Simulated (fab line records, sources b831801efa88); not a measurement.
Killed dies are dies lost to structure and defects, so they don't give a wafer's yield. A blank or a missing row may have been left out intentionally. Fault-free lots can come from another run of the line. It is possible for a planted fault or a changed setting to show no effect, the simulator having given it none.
What tool caused it? :: flow gf180mcu :: 14 lots with 42 wafers sampled at 4 steps, on a route of 602 steps

WHAT EACH GAUGE READ, for each wafer
GF_PASSIVATION_BOW_MEAS_14.
lot: L817
measured: day 28 15:59
on: film-metro-04
PASSIVATION_BOW (um): 153 129 149

lot: L818
measured: day 29 03:45
on: film-metro-03
PASSIVATION_BOW (um): 146 121 139

lot: L820
measured: day 29 18:13
on: film-metro-03
PASSIVATION_BOW (um): 147 136 149

lot: L821
measured: day 30 03:35
on: film-metro-01
PASSIVATION_BOW (um): 132 128 128

lot: L822
measured: day 30 18:04
on: film-metro-03
PASSIVATION_BOW (um): 126 128 130

lot: L824
measured: day 31 08:07
on: film-metro-01
PASSIVATION_BOW (um): 136 140 126

lot: L826
measured: day 31 14:31
on: film-metro-01
PASSIVATION_BOW (um): 126 130 131

lot: L827
measured: day 31 23:49
on: film-metro-04
PASSIVATION_BOW (um): 129 142 138

lot: L833
measured: day 33 10:50
on: film-metro-04
PASSIVATION_BOW (um): 133 129 137

lot: L835
measured: day 34 05:55
on: film-metro-03
PASSIVATION_BOW (um): 127 137 125

lot: L836
measured: day 34 06:50
on: film-metro-04
PASSIVATION_BOW (um): 140 158 146

lot: L837
measured: day 34 09:41
on: film-metro-03
PASSIVATION_BOW (um): 130 154 147

lot: L838
measured: day 34 14:52
on: film-metro-03
PASSIVATION_BOW (um): 140 141 132

lot: L839
measured: day 34 21:53
on: film-metro-03
PASSIVATION_BOW (um): 131 130 141

TOOL THAT RAN EACH LOT (tool first, then ch and the chambers of the sampled wafers, then the start)
lot: L817
GF_V3_CLEAN_20: wet-bench-02 ch 1, day 22 01:00
GF_V5_CVD_23: cvd-w-01 ch 0,1, day 26 21:08
GF_TOP_METAL_SPUTTER_04: pvd-sputter-04, day 26 21:55

lot: L818
GF_V3_CLEAN_20: wet-bench-02 ch 0, day 22 13:14
GF_V5_CVD_23: cvd-w-02 ch 0,1, day 27 08:41
GF_TOP_METAL_SPUTTER_04: pvd-sputter-01, day 27 09:28

lot: L820
GF_V3_CLEAN_20: wet-bench-03 ch 0, day 23 08:05
GF_V5_CVD_23: cvd-w-02 ch 0,1, day 28 00:10
GF_TOP_METAL_SPUTTER_04: pvd-sputter-04, day 28 00:57

lot: L821
GF_V3_CLEAN_20: wet-bench-03 ch 1, day 23 16:35
GF_V5_CVD_23: cvd-w-01 ch 0,1, day 28 09:24
GF_TOP_METAL_SPUTTER_04: pvd-sputter-04, day 28 10:11

lot: L822
GF_V3_CLEAN_20: wet-bench-04 ch 0, day 24 11:35
GF_V5_CVD_23: cvd-w-02 ch 0,1, day 29 01:32
GF_TOP_METAL_SPUTTER_04: pvd-sputter-01, day 29 02:19

lot: L824
GF_V3_CLEAN_20: wet-bench-03 ch 0, day 25 02:41
GF_V5_CVD_23: cvd-w-01 ch 0,1, day 29 15:47
GF_TOP_METAL_SPUTTER_04: pvd-sputter-04, day 29 16:34

lot: L826
GF_V3_CLEAN_20: wet-bench-03 ch 0, day 25 12:50
GF_V5_CVD_23: cvd-w-02 ch 0,1, day 29 22:14
GF_TOP_METAL_SPUTTER_04: pvd-sputter-03, day 29 22:59

lot: L827
GF_V3_CLEAN_20: wet-bench-04 ch 0, day 26 00:35
GF_V5_CVD_23: cvd-w-01 ch 0,1, day 30 09:23
GF_TOP_METAL_SPUTTER_04: pvd-sputter-01, day 30 10:10

lot: L833
GF_V3_CLEAN_20: wet-bench-02 ch 0, day 27 20:04
GF_V5_CVD_23: cvd-w-01 ch 0,1, day 31 23:01
GF_TOP_METAL_SPUTTER_04: pvd-sputter-03, day 31 23:47

lot: L835
GF_V3_CLEAN_20: wet-bench-03 ch 1, day 28 18:53
GF_V5_CVD_23: cvd-w-02 ch 0,1, day 32 19:21
GF_TOP_METAL_SPUTTER_04: pvd-sputter-01, day 32 20:08

lot: L836
GF_V3_CLEAN_20: wet-bench-03 ch 3, day 28 20:04
GF_V5_CVD_23: cvd-w-01 ch 0,1, day 32 19:42
GF_TOP_METAL_SPUTTER_04: pvd-sputter-03, day 32 20:29

lot: L837
GF_V3_CLEAN_20: wet-bench-02 ch 0, day 28 22:34
GF_V5_CVD_23: cvd-w-02 ch 0,1, day 32 23:16
GF_TOP_METAL_SPUTTER_04: pvd-sputter-01, day 33 00:03

lot: L838
GF_V3_CLEAN_20: wet-bench-02 ch 2, day 29 06:04
GF_V5_CVD_23: cvd-w-01 ch 0,1, day 33 04:26
GF_TOP_METAL_SPUTTER_04: pvd-sputter-04, day 33 05:13

lot: L839
GF_V3_CLEAN_20: wet-bench-03 ch 1, day 29 14:32
GF_V5_CVD_23: cvd-w-02 ch 1, day 33 12:05
GF_TOP_METAL_SPUTTER_04: pvd-sputter-03, day 33 12:56
- GF_V3_CLEAN_20: cleans in DIW.
- GF_V5_CVD_23: deposits W, target thk 350 nm, time 104.9 s.
- GF_TOP_METAL_SPUTTER_04: material TiN, target thk 25 nm, time 20.8 s.

AS READ BY THE TOOLS THEMSELVES (means over the sampled wafers that have a number; for cases with no such wafer, the mark the record gives instead)
GF_V5_CVD_23.
lot: L817
tool: cvd-w-01
chamber-pressure-Torr (Torr): 40.00
heater-power-w (W): 932

lot: L818
tool: cvd-w-02
chamber-pressure-Torr (Torr): 39.90
heater-power-w (W): 911

lot: L820
tool: cvd-w-02
chamber-pressure-Torr (Torr): 39.97
heater-power-w (W): 968

lot: L821
tool: cvd-w-01
chamber-pressure-Torr (Torr): 39.92
heater-power-w (W): 929

lot: L822
tool: cvd-w-02
chamber-pressure-Torr (Torr): 40.02
heater-power-w (W): 973

lot: L824
tool: cvd-w-01
chamber-pressure-Torr (Torr): 40.07
heater-power-w (W): 918

lot: L826
tool: cvd-w-02
chamber-pressure-Torr (Torr): 40.05
heater-power-w (W): 948

lot: L827
tool: cvd-w-01
chamber-pressure-Torr (Torr): 39.94
heater-power-w (W): 935

lot: L833
tool: cvd-w-01
chamber-pressure-Torr (Torr): 40.04
heater-power-w (W): 911

lot: L835
tool: cvd-w-02
chamber-pressure-Torr (Torr): 40.01
heater-power-w (W): 960

lot: L836
tool: cvd-w-01
chamber-pressure-Torr (Torr): 40.06
heater-power-w (W): 939

lot: L837
tool: cvd-w-02
chamber-pressure-Torr (Torr): 39.96
heater-power-w (W): 975

lot: L838
tool: cvd-w-01
chamber-pressure-Torr (Torr): 40.07
heater-power-w (W): 902

lot: L839
tool: cvd-w-02
chamber-pressure-Torr (Torr): 39.98
heater-power-w (W): 890

GF_TOP_METAL_SPUTTER_04.
lot: L817
tool: pvd-sputter-04
throttle-valve-pct (%): 30.4

lot: L818
tool: pvd-sputter-01
throttle-valve-pct (%): 29.5

lot: L820
tool: pvd-sputter-04
throttle-valve-pct (%): 29.7

lot: L821
tool: pvd-sputter-04
throttle-valve-pct (%): 30.7

lot: L822
tool: pvd-sputter-01
throttle-valve-pct (%): 29.7

lot: L824
tool: pvd-sputter-04
throttle-valve-pct (%): 31.6

lot: L826
tool: pvd-sputter-03
throttle-valve-pct (%): 29.4

lot: L827
tool: pvd-sputter-01
throttle-valve-pct (%): 30.1

lot: L833
tool: pvd-sputter-03
throttle-valve-pct (%): 29.3

lot: L835
tool: pvd-sputter-01
throttle-valve-pct (%): 29.9

lot: L836
tool: pvd-sputter-03
throttle-valve-pct (%): 29.9

lot: L837
tool: pvd-sputter-01
throttle-valve-pct (%): 29.8

lot: L838
tool: pvd-sputter-04
throttle-valve-pct (%): 30.5

lot: L839
tool: pvd-sputter-03
throttle-valve-pct (%): 29.8

THE ANSWER, worked out from the rows above alone
Rule: the usual values come from the lots themselves. The widest of any qualifying gaps counts: lots, ordered by their means at a reading, are off when they make up no more than a third of the lots, leave a main group of 4 or more, and stand apart from it by 3 or more times the standard deviation of that group's means. A main group whose means are all the same, to the digits that the tables above print for the reading, isn't used. Also off: a lot with no number at a reading for which 4 or more lots have one. Any other lot the step has rows for is counted as sound. After the gauges, taken in route order, come the tools' own readings; for these a lot's mean is taken, as printed above. The first step at which some lot is off is used, and at that step the reading that is off furthest; a lot without a number counts as furthest.
No lot is off on any of the readings shown, so nothing can be concluded from this.

WHAT THE SIMULATOR HAD INSERTED
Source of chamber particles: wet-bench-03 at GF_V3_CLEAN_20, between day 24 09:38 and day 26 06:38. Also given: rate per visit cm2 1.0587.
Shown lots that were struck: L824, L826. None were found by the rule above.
